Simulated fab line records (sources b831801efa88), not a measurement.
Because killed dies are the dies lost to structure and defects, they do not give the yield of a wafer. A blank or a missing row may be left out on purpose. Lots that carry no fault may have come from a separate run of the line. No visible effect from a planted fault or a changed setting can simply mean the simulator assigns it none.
fab line records	flow sky130
record lots=24	wafers=72	last_day=50
route steps=708 shown FIELD_ISO@26 VT_ADJUST_HVTR@139 METAL1@436 VIA3@575 CAP2M@603 METAL5@662
lots that met no fault: taken from a fault-free run of the same line
start_h: the number of hours between the record's first day and the start of the first shown wafer of the lot	wait_h: hours from the lot's prior step to this one	" identical to the entry in the row above	L1.1+2: a row that stands for several wafers	- no value, or no start was given	* or withheld: withheld	< > ~ a bound
route shown NAME@n: names a module that has steps shown in the file, with the first one's number in the route	usual: mean/standard deviation taken from wafers without a fault	same: alike in all rows	chamber/n: place in a boat	sites: each site's reading	_std_site: standard deviation across them	_edge_site: inner sites' mean taken away from outer sites' mean	radius_mm: for every site, how far away it sits from the centre of the wafer	mask NAME#n: copy n	behind: the tool/chamber that last shaped the wafer	hold: why the lot was held/for how many hours/how that ended	device: which transistor (n, p or np) failed to switch	end of line: the route-end tests of the same wafers	a step with no rows: only its recipe	killed: dies lost to structure and defects at the first sort, not the wafer's yield	map: the dies of a wafer, with x for killed, . for not killed, _ for no die there
set.NAME: setting as actually run; set.NAME@STEP: the setting as run at that earlier step	model.NAME: the simulator's own value behind a step, which no gauge read
steps of the route over a sample of lots; a table a step, a row a wafer
services: when a tool's chamber went out of use (start_h, in hours from the record's first day, below 0 if earlier), for how many hours, and the reason
## steps
# step SKY_FIELD_ISO_THK_MEAS_25
# recipe reads=SiO2_of_FIELD_ISO_CVD_24
# usual FIELD_ISO_CVD_24_THK=594/5.1
lot.wafer	tool	chamber	start_h	wait_h	FIELD_ISO_CVD_24_THK[nm]
L074.2	film_metro-01	-	32.96	0.0	595
L074.3	"	-	"	"	589
L074.6	"	-	"	"	584
L075.1	film_metro-02	-	38.62	0.0	602
L075.2	"	-	"	"	595
L075.5	"	-	"	"	599
L076.1	film_metro-02	-	43.98	0.0	599
L076.2	"	-	"	"	601
L076.6	"	-	"	"	597
L077.1	film_metro-04	-	47.94	0.0	585
L077.4	"	-	"	"	593
L077.5	"	-	"	"	591
L078.2	film_metro-02	-	52.47	0.0	595
L078.5	"	-	"	"	588
L078.6	"	-	"	"	594
L079.3	film_metro-01	-	57.65	0.1	592
L079.4	"	-	"	"	596
L079.6	"	-	"	"	591
L080.1	film_metro-01	-	62.94	0.0	589
L080.5	"	-	"	"	594
L080.6	"	-	"	"	590
L081.1	film_metro-01	-	66.31	0.0	599
L081.4	"	-	"	"	594
L081.6	"	-	"	"	594
L082.2	film_metro-01	-	75.62	0.0	595
L082.3	"	-	"	"	595
L082.5	"	-	"	"	591
L083.1	film_metro-02	-	78.29	0.0	593
L083.2	"	-	"	"	592
L083.6	"	-	"	"	591
L084.3	film_metro-02	-	83.77	0.1	596
L084.5	"	-	"	"	590
L084.6	"	-	"	"	593
L085.2	film_metro-02	-	89.14	0.0	597
L085.4	"	-	"	"	596
L085.5	"	-	"	"	595
L086.3	film_metro-02	-	94.34	0.1	597
L086.4	"	-	"	"	598
L086.6	"	-	"	"	598
L087.2	film_metro-02	-	101.63	0.0	586
L087.3	"	-	"	"	584
L087.6	"	-	"	"	585
L088.1	film_metro-02	-	105.55	0.0	593
L088.2	"	-	"	"	596
L088.5	"	-	"	"	593
L089.1	film_metro-01	-	111.70	0.0	593
L089.4	"	-	"	"	590
L089.6	"	-	"	"	592
L090.4	film_metro-02	-	115.07	0.0	588
L090.5	"	-	"	"	589
L090.6	"	-	"	"	584
L091.2	film_metro-02	-	119.13	0.0	598
L091.5	"	-	"	"	600
L091.6	"	-	"	"	595
L092.3	film_metro-01	-	125.78	0.1	591
L092.4	"	-	"	"	604
L092.5	"	-	"	"	599
L093.2	film_metro-01	-	129.63	0.0	595
L093.4	"	-	"	"	596
L093.6	"	-	"	"	595
L094.2	film_metro-02	-	136.49	0.0	581
L094.5	"	-	"	"	583
L094.6	"	-	"	"	588
L095.1	film_metro-01	-	142.12	0.0	608
L095.4	"	-	"	"	594
L095.5	"	-	"	"	595
L096.3	film_metro-01	-	149.14	0.1	597
L096.4	"	-	"	"	597
L096.6	"	-	"	"	591
L097.1	film_metro-02	-	153.05	0.0	593
L097.4	"	-	"	"	599
L097.5	"	-	"	"	591
# step SKY_VT_ADJUST_HVTR_OVL_MEAS_08
# usual VT_ADJUST_HVTR_OVL=0.0/1.3
lot.wafer	tool	chamber	start_h	wait_h	VT_ADJUST_HVTR_OVL[nm]
L074.2	overlay-01	-	206.07	0.1	2.1
L074.3	"	-	"	"	2.9
L074.6	"	-	"	"	-0.1
L075.1	overlay-01	-	216.50	0.1	-3.0
L075.2	"	-	"	"	-3.8
L075.5	"	-	"	"	-2.5
L076.1	overlay-02	-	224.88	0.1	1.3
L076.2	"	-	"	"	-0.1
L076.6	"	-	"	"	0.7
L077.1	overlay-01	-	231.03	0.1	-0.6
L077.4	"	-	"	"	-0.3
L077.5	"	-	"	"	-0.7
L078.2	overlay-02	-	236.16	0.1	-1.3
L078.5	"	-	"	"	-0.8
L078.6	"	-	"	"	0.0
L079.3	overlay-02	-	243.37	0.1	0.3
L079.4	"	-	"	"	0.6
L079.6	"	-	"	"	0.2
L080.1	overlay-02	-	249.88	0.1	2.1
L080.5	"	-	"	"	1.4
L080.6	"	-	"	"	1.7
L081.1	overlay-02	-	256.21	0.1	-1.9
L081.4	"	-	"	"	-3.0
L081.6	"	-	"	"	-1.6
L082.2	overlay-02	-	272.51	0.1	-0.5
L082.3	"	-	"	"	-0.2
L082.5	"	-	"	"	0.9
L083.1	overlay-02	-	275.51	0.1	2.0
L083.2	"	-	"	"	2.1
L083.6	"	-	"	"	2.5
L084.3	overlay-02	-	284.32	0.1	0.5
L084.5	"	-	"	"	-0.9
L084.6	"	-	"	"	-1.6
L085.2	overlay-02	-	288.70	0.1	-0.2
L085.4	"	-	"	"	-0.5
L085.5	"	-	"	"	0.2
L086.3	overlay-01	-	297.12	0.1	0.6
L086.4	"	-	"	"	-0.1
L086.6	"	-	"	"	-0.3
L087.2	overlay-01	-	305.67	0.1	0.5
L087.3	"	-	"	"	0.4
L087.6	"	-	"	"	1.0
L088.1	overlay-02	-	313.53	0.1	2.0
L088.2	"	-	"	"	1.1
L088.5	"	-	"	"	1.1
L089.1	overlay-02	-	319.11	0.1	1.7
L089.4	"	-	"	"	1.9
L089.6	"	-	"	"	1.0
L090.4	overlay-01	-	325.98	0.1	-0.7
L090.5	"	-	"	"	0.6
L090.6	"	-	"	"	-1.0
L091.2	overlay-02	-	330.25	0.1	1.7
L091.5	"	-	"	"	0.6
L091.6	"	-	"	"	1.0
L092.3	overlay-02	-	340.85	0.1	-1.0
L092.4	"	-	"	"	0.0
L092.5	"	-	"	"	-1.2
L093.2	overlay-02	-	352.69	0.1	-1.1
L093.4	"	-	"	"	-1.3
L093.6	"	-	"	"	-0.9
L094.2	overlay-02	-	356.64	0.1	-1.8
L094.5	"	-	"	"	1.6
L094.6	"	-	"	"	-0.7
L095.1	overlay-02	-	368.98	0.1	-0.4
L095.4	"	-	"	"	-0.6
L095.5	"	-	"	"	-1.0
L096.3	overlay-02	-	376.01	0.1	-1.0
L096.4	"	-	"	"	0.8
L096.6	"	-	"	"	0.9
L097.1	overlay-02	-	382.48	0.1	0.9
L097.4	"	-	"	"	2.7
L097.5	"	-	"	"	1.3
# step SKY_METAL1_SPUTTER_02
# recipe material=AlCu	target_thk_nm=250	power_w=10600	time_s=13.3	chamber_pressure_pa=0.4
# usual throttle_valve_pct=30.3/0.92
lot.wafer	tool	chamber	start_h	wait_h	throttle_valve_pct
L074.2	pvd_sputter-01	-	739.90	0.0	29.9
L074.3	"	-	"	"	31.4
L074.6	"	-	"	"	30.0
L075.1	pvd_sputter-04	-	750.71	0.0	31.1
L075.2	"	-	"	"	28.2
L075.5	"	-	"	"	28.5
L076.1	pvd_sputter-02	-	767.25	0.0	31.3
L076.2	"	-	"	"	29.5
L076.6	"	-	"	"	30.6
L077.1	pvd_sputter-04	-	773.65	0.0	28.2
L077.4	"	-	"	"	31.3
L077.5	"	-	"	"	30.9
L078.2	pvd_sputter-01	-	776.38	0.0	29.6
L078.5	"	-	"	"	29.5
L078.6	"	-	"	"	29.5
L079.3	pvd_sputter-01	-	783.42	0.0	31.3
L079.4	"	-	"	"	29.4
L079.6	"	-	"	"	30.4
L080.1	pvd_sputter-04	-	793.18	0.0	28.1
L080.5	"	-	"	"	28.1
L080.6	"	-	"	"	31.2
L081.1	pvd_sputter-02	-	796.17	0.0	31.2
L081.4	"	-	"	"	30.8
L081.6	"	-	"	"	30.7
L083.1	pvd_sputter-01	-	817.01	0.0	30.2
L083.2	"	-	"	"	29.6
L083.6	"	-	"	"	31.3
L082.2	pvd_sputter-02	-	817.90	0.0	30.8
L082.3	"	-	"	"	31.6
L082.5	"	-	"	"	31.3
L084.3	pvd_sputter-04	-	825.47	0.0	28.0
L084.5	"	-	"	"	31.3
L084.6	"	-	"	"	28.3
L085.2	pvd_sputter-01	-	832.89	0.0	29.6
L085.4	"	-	"	"	29.6
L085.5	"	-	"	"	29.4
L086.3	pvd_sputter-02	-	852.06	0.0	30.6
L086.4	"	-	"	"	31.1
L086.6	"	-	"	"	30.9
L087.2	pvd_sputter-01	-	853.58	0.0	31.2
L087.3	"	-	"	"	29.5
L087.6	"	-	"	"	30.1
L088.1	pvd_sputter-04	-	855.02	0.0	28.0
L088.2	"	-	"	"	31.1
L088.5	"	-	"	"	31.2
L089.1	pvd_sputter-02	-	857.60	0.0	30.3
L089.4	"	-	"	"	29.7
L089.6	"	-	"	"	30.1
L090.4	pvd_sputter-02	-	870.87	0.0	30.1
L090.5	"	-	"	"	31.1
L090.6	"	-	"	"	29.9
L091.2	pvd_sputter-01	-	872.21	0.0	29.4
L091.5	"	-	"	"	30.2
L091.6	"	-	"	"	29.4
L092.3	pvd_sputter-02	-	875.45	0.0	31.1
L092.4	"	-	"	"	29.3
L092.5	"	-	"	"	31.1
L093.2	pvd_sputter-01	-	889.75	0.0	29.7
L093.4	"	-	"	"	29.5
L093.6	"	-	"	"	29.5
L094.2	pvd_sputter-04	-	896.96	0.0	31.1
L094.5	"	-	"	"	31.4
L094.6	"	-	"	"	30.8
L095.1	pvd_sputter-04	-	909.51	0.0	31.3
L095.4	"	-	"	"	28.1
L095.5	"	-	"	"	31.2
L096.3	pvd_sputter-01	-	915.05	0.0	29.4
L096.4	"	-	"	"	30.2
L096.6	"	-	"	"	29.5
L097.1	pvd_sputter-02	-	917.20	0.0	31.1
L097.4	"	-	"	"	30.7
L097.5	"	-	"	"	31.2
# step SKY_VIA3_CMP_02
# recipe material=SiO2	down_force_psi=4	platen_rpm=60	pad_velocity_m_s=0.94248
# usual motor_current_A=12.0/0.73	slurry_filter_dp_kPa=13.52/0.15
lot.wafer	tool	chamber	start_h	wait_h	motor_current_A	slurry_filter_dp_kPa
L074.3	cmp-01	2	909.62	0.0	11.5	13.26
L074.2	"	1	"	"	12.8	13.58
L074.6	"	3	"	"	12.2	13.60
L075.1	cmp-02	1	917.52	0.1	11.4	13.43
L075.2	"	2	"	"	12.9	13.59
L075.5	"	1	"	"	11.2	13.70
L076.1	cmp-01	1	932.98	0.1	12.4	13.69
L076.2	"	3	"	"	12.7	13.79
L076.6	"	0	"	"	12.1	13.58
L077.4	cmp-02	1	940.13	0.1	11.7	13.48
L077.1	"	3	"	"	10.6	13.16
L077.5	"	0	"	"	11.8	13.47
L078.2	cmp-01	2	940.63	0.2	11.6	13.57
L078.6	"	3	"	"	12.2	13.56
L078.5	"	0	"	"	12.3	13.68
L079.3	cmp-01	2	947.07	0.1	11.8	13.63
L079.4	"	0	"	"	12.7	13.68
L079.6	"	1	"	"	12.2	13.56
L080.1	cmp-01	0	956.58	0.3	12.1	13.25
L080.6	"	1	"	"	12.5	13.65
L080.5	"	2	"	"	11.5	13.50
L081.1	cmp-01	2	959.34	0.2	11.9	13.68
L081.4	"	3	"	"	11.9	13.26
L081.6	"	0	"	"	12.1	13.60
L083.1	cmp-02	0	977.93	0.1	12.7	13.60
L083.2	"	2	"	"	13.6	13.74
L083.6	"	0	"	"	11.8	13.39
L082.2	cmp-01	0	982.30	0.0	11.8	13.03
L082.3	"	3	"	"	12.3	13.20
L082.5	"	1	"	"	12.0	13.48
L084.3	cmp-02	2	988.60	0.1	13.9	13.19
L084.6	"	1	"	"	11.1	13.75
L084.5	"	2	"	"	12.7	13.50
L085.4	cmp-02	1	991.28	0.0	11.5	13.60
L085.2	"	2	"	"	12.9	13.44
L085.5	"	1	"	"	11.3	13.44
L086.4	cmp-02	2	1009.56	0.2	13.5	13.68
L086.3	"	3	"	"	9.9	13.49
L086.6	"	0	"	"	12.0	13.67
L087.2	cmp-01	0	1010.97	0.0	11.3	13.63
L087.3	"	3	"	"	12.6	13.52
L087.6	"	1	"	"	11.8	13.96
L088.1	cmp-01	0	1012.26	0.1	12.2	13.33
L088.2	"	2	"	"	12.2	13.66
L088.5	"	0	"	"	12.3	13.62
L089.4	cmp-02	0	1015.36	0.2	12.0	13.54
L089.1	"	1	"	"	11.3	13.61
L089.6	"	3	"	"	10.1	13.64
L090.4	cmp-02	0	1027.10	0.1	12.3	13.50
L090.6	"	2	"	"	13.0	13.47
L090.5	"	3	"	"	10.7	13.44
L091.2	cmp-02	3	1028.64	0.2	10.5	13.50
L091.6	"	0	"	"	12.0	13.49
L091.5	"	1	"	"	11.4	13.62
L092.4	cmp-02	0	1031.48	0.1	12.1	13.51
L092.3	"	1	"	"	12.3	13.37
L092.5	"	2	"	"	13.1	13.48
L093.2	cmp-01	0	1042.44	0.0	12.3	13.57
L093.4	"	3	"	"	12.0	13.77
L093.6	"	0	"	"	11.8	13.71
L094.2	cmp-02	3	1047.78	0.2	11.0	13.66
L094.5	"	0	"	"	12.3	13.29
L094.6	"	1	"	"	11.5	13.51
L095.1	cmp-01	3	1060.01	0.1	11.6	13.54
L095.4	"	1	"	"	12.1	13.67
L095.5	"	0	"	"	11.7	13.44
L096.3	cmp-01	0	1064.54	0.1	12.2	13.38
L096.4	"	1	"	"	12.1	13.42
L096.6	"	0	"	"	12.0	13.54
L097.1	cmp-01	1	1066.11	0.1	12.5	13.62
L097.4	"	3	"	"	12.5	13.56
L097.5	"	0	"	"	11.6	13.37
# step SKY_CAP2M_CVD_00
# recipe material=SiO2	target_thk_nm=15.5	temp_c=400	time_s=withheld	rf_w=450
# usual heater_power_w=688/68
lot.wafer	tool	chamber	start_h	wait_h	heater_power_w
L074.2	pecvd-01	1	936.64	0.0	588
L074.3	"	0	"	"	661
L074.6	"	2	"	"	667
L075.1	pecvd-04	0	944.44	0.0	592
L075.2	"	1	"	"	664
L075.5	"	0	"	"	607
L076.1	pecvd-01	0	960.30	0.0	659
L076.2	"	2	"	"	818
L076.6	"	2	"	"	833
L077.1	pecvd-04	1	966.48	0.0	634
L077.4	"	0	"	"	610
L077.5	"	1	"	"	637
L078.2	pecvd-01	1	966.80	0.0	686
L078.5	"	0	"	"	632
L078.6	"	2	"	"	741
L079.3	pecvd-01	0	972.94	0.0	661
L079.4	"	2	"	"	812
L079.6	"	1	"	"	655
L080.1	pecvd-04	1	983.36	0.0	617
L080.5	"	1	"	"	643
L080.6	"	2	"	"	765
L081.1	pecvd-02	0	985.19	0.0	621
L081.4	"	2	"	"	700
L081.6	"	0	"	"	637
L083.1	pecvd-01	0	1003.75	0.0	605
L083.2	"	2	"	"	752
L083.6	"	0	"	"	609
L082.2	pecvd-02	0	1007.18	0.0	661
L082.3	"	1	"	"	627
L082.5	"	2	"	"	645
L084.3	pecvd-02	2	1014.51	0.0	726
L084.5	"	1	"	"	725
L084.6	"	2	"	"	754
L085.2	pecvd-01	0	1016.31	0.0	596
L085.4	"	0	"	"	602
L085.5	"	2	"	"	793
L086.3	pecvd-04	0	1034.67	0.0	671
L086.4	"	1	"	"	711
L086.6	"	0	"	"	691
L087.2	pecvd-01	0	1036.41	0.0	672
L087.3	"	1	"	"	603
L087.6	"	2	"	"	829
L088.1	pecvd-02	1	1037.44	0.0	686
L088.2	"	2	"	"	615
L088.5	"	2	"	"	611
L089.1	pecvd-01	2	1040.18	0.0	779
L089.4	"	2	"	"	769
L089.6	"	1	"	"	661
L090.4	pecvd-02	1	1051.39	0.0	667
L090.5	"	0	"	"	712
L090.6	"	2	"	"	708
L091.2	pecvd-01	2	1053.12	0.0	816
L091.5	"	1	"	"	699
L091.6	"	2	"	"	846
L092.3	pecvd-04	2	1055.75	0.0	713
L092.4	"	2	"	"	698
L092.5	"	0	"	"	657
L093.2	pecvd-04	2	1066.29	0.0	812
L093.4	"	1	"	"	627
L093.6	"	2	"	"	780
L094.2	pecvd-04	1	1072.07	0.0	667
L094.5	"	2	"	"	786
L094.6	"	0	"	"	640
L095.1	pecvd-01	1	1083.20	0.0	554
L095.4	"	1	"	"	573
L095.5	"	2	"	"	820
L096.3	pecvd-04	2	1089.25	0.0	766
L096.4	"	1	"	"	774
L096.6	"	2	"	"	771
L097.1	pecvd-02	0	1089.56	0.0	690
L097.4	"	2	"	"	649
L097.5	"	0	"	"	714
# step SKY_METAL5_SPUTTER_01
# recipe material=TiN	target_thk_nm=20	power_w=6500	time_s=16.7	chamber_pressure_pa=0.4
# usual throttle_valve_pct=29.8/1.4
lot.wafer	tool	chamber	start_h	wait_h	throttle_valve_pct
L074.2	pvd_sputter-03	-	1011.38	0.0	32.1
L074.3	"	-	"	"	28.9
L074.6	"	-	"	"	29.4
L075.1	pvd_sputter-01	-	1019.64	0.0	29.3
L075.2	"	-	"	"	29.5
L075.5	"	-	"	"	30.2
L076.1	pvd_sputter-03	-	1034.27	0.0	29.1
L076.2	"	-	"	"	32.0
L076.6	"	-	"	"	27.3
L077.1	pvd_sputter-03	-	1039.96	0.0	32.0
L077.4	"	-	"	"	29.3
L077.5	"	-	"	"	29.2
L078.2	pvd_sputter-03	-	1040.51	0.0	32.1
L078.5	"	-	"	"	27.4
L078.6	"	-	"	"	29.0
L079.3	pvd_sputter-01	-	1046.40	0.0	31.4
L079.4	"	-	"	"	30.3
L079.6	"	-	"	"	31.4
L080.1	pvd_sputter-01	-	1055.32	0.0	31.3
L080.5	"	-	"	"	29.4
L080.6	"	-	"	"	29.4
L081.1	pvd_sputter-02	-	1057.96	0.0	29.6
L081.4	"	-	"	"	30.4
L081.6	"	-	"	"	29.8
L083.1	pvd_sputter-03	-	1072.34	0.0	32.1
L083.2	"	-	"	"	29.1
L083.6	"	-	"	"	29.2
L082.2	pvd_sputter-01	-	1077.46	0.0	29.9
L082.3	"	-	"	"	31.5
L082.5	"	-	"	"	29.5
L084.3	pvd_sputter-02	-	1083.92	0.0	31.0
L084.5	"	-	"	"	31.1
L084.6	"	-	"	"	29.3
L085.2	pvd_sputter-02	-	1088.23	0.0	29.6
L085.4	"	-	"	"	30.0
L085.5	"	-	"	"	30.7
L086.3	pvd_sputter-02	-	1104.00	0.0	31.1
L086.4	"	-	"	"	29.7
L086.6	"	-	"	"	29.8
L087.2	pvd_sputter-03	-	1104.44	0.0	27.5
L087.3	"	-	"	"	29.2
L087.6	"	-	"	"	27.3
L088.1	pvd_sputter-02	-	1105.32	0.0	30.2
L088.2	"	-	"	"	30.4
L088.5	"	-	"	"	30.4
L089.1	pvd_sputter-02	-	1110.48	0.0	31.3
L089.4	"	-	"	"	30.2
L089.6	"	-	"	"	30.2
L090.4	pvd_sputter-01	-	1118.90	0.0	31.4
L090.5	"	-	"	"	29.2
L090.6	"	-	"	"	31.3
L091.2	pvd_sputter-03	-	1120.33	0.0	32.0
L091.5	"	-	"	"	27.7
L091.6	"	-	"	"	27.3
L092.3	pvd_sputter-02	-	1123.09	0.0	29.4
L092.4	"	-	"	"	29.7
L092.5	"	-	"	"	30.8
L093.2	pvd_sputter-01	-	1132.96	0.0	30.1
L093.4	"	-	"	"	29.2
L093.6	"	-	"	"	29.6
L094.2	pvd_sputter-02	-	1136.82	0.0	30.7
L094.5	"	-	"	"	30.6
L094.6	"	-	"	"	29.7
L095.1	pvd_sputter-01	-	1146.03	0.0	29.3
L095.4	"	-	"	"	31.2
L095.5	"	-	"	"	30.1
L096.3	pvd_sputter-03	-	1151.63	0.0	32.0
L096.4	"	-	"	"	27.4
L096.6	"	-	"	"	27.7
L097.1	pvd_sputter-03	-	1153.02	0.0	27.6
L097.4	"	-	"	"	29.3
L097.5	"	-	"	"	27.2
## services
tool	chamber	start_h	hours	kind
pvd_sputter-03	-	737.93	0.9	repair
cmp-01	-	742.32	1.1	repair
cmp-02	-	744.00	4.0	pm
pvd_sputter-01	-	745.35	6.2	repair
pvd_sputter-03	-	761.31	1.0	repair
cmp-02	-	765.91	0.8	repair
pvd_sputter-02	-	768.48	8.8	repair
cmp-01	-	769.96	4.0	pm
cmp-02	-	774.87	0.8	repair
cmp-02	-	808.67	1.2	repair
pvd_sputter-03	-	836.77	2.9	repair
pecvd-01	1	837.00	16.8	repair
pecvd-01	-	898.41	2.0	repair
pecvd-01	-	904.41	2.8	pm
cmp-01	-	912.05	4.0	pm
cmp-01	-	997.22	1.6	repair
cmp-02	-	998.89	6.8	pm
cmp-01	-	1013.63	4.2	pm
cmp-01	-	1020.90	1.5	repair
cmp-01	-	1068.94	1.6	repair
cmp-02	-	1084.00	4.0	pm
cmp-02	-	1085.06	1.2	repair
pvd_sputter-01	-	1111.41	2.5	repair
pvd_sputter-01	-	1111.76	4.6	repair
## key
fault none
